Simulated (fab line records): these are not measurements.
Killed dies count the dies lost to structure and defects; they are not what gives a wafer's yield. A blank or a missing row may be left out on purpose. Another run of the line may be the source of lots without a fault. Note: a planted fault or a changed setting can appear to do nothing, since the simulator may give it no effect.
One fault through the eyes of 2 desks -- flow sky130 -- each desk holds nothing but its own numbers, with what lay behind them at the end

== THE TOOL OWNER'S DESK: rie diel-04 ==
The tool's own readings at SKY_CONTACT_ETCH_18 (etches Si3N4 in CHF3/O2, stops on TiN, time 39 s, target depth 75 nm): means of the sampled wafers that have a number, for each lot that ran on this tool. Any lot whose mean is over 4 standard deviations away from the usual mean is out of limits and marked OUT; that distance is given in the brackets.
Columns: A = bias w at SKY_CONTACT_ETCH_18, usual 200.0 W; B = drypump motor current A at SKY_CONTACT_ETCH_18, usual 6.0 A; C = oes product au at SKY_CONTACT_ETCH_18, usual 0.848 a.u.; D = throttle valve pct at SKY_CONTACT_ETCH_18, usual 8.791 %
lot,first seen here,A,B,C,D
L298,day 32 23:00,199.8,5.6,0.848,8.792
L299,day 33 02:00,200.1,5.6,0.845,8.783
L300,day 33 04:00,208.3 (+14) OUT,6.0,0.845,8.797
L315,day 37 13:00,200.5,5.9,0.847,8.792
L316,day 37 20:00,199.9,6.1,0.854,8.790
L318,day 38 17:00,200.1,5.9,0.850,8.791
This desk's verdict: out of limits on L300, starting with L300 at day 33 04:00 (bias w at SKY_CONTACT_ETCH_18). In limits: L298, L299, L315, L316, L318.

== THE METROLOGY DESK ==
Lot by lot, what the gauges showed, no matter which tool ran the lot: averages of those sampled wafers that carry a number. Any lot whose mean is over 4 standard deviations away from the usual mean is out of limits and marked OUT; that distance is given in the brackets.
Columns: A = SD_P_RS at SKY_SD_N_RS_MEAS_17, usual 147.4 ohm/sq
lot,first seen here,A
L298,day 29 08:22,147.2
L297,day 29 10:18,147.7
L299,day 29 10:44,147.7
L300,day 29 12:42,147.2
L302,day 30 12:17,147.1
L303,day 30 17:52,147.2
L311,day 32 22:08,147.1
L312,day 33 00:10,147.7
L313,day 33 05:15,147.3
L315,day 34 01:50,147.6
L316,day 34 08:07,147.3
L318,day 35 06:22,147.5
L319,day 35 12:41,147.7
This desk's finding: nothing out of limits on any of the 13 lots.

== ALL TOGETHER ==
An alarm could have come from the tool owner's desk at day 33 04:00, on L300.
At the metrology desk, nothing out of limits was observed.
The metrology desk has L300 on record, within its limits.
On rie diel-04, each named lot ran SKY_CONTACT_ETCH_18.

== WHAT HAD BEEN PUT IN BY THE SIMULATOR ==
rie diel-04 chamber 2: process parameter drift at SKY_CONTACT_ETCH_18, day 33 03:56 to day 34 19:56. A move of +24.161 in setting bias w, from 200. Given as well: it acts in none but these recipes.
Lots struck among those shown: L300.
Hours from the fault's start to each desk's first reading out of limits: the tool owner's desk, 0.
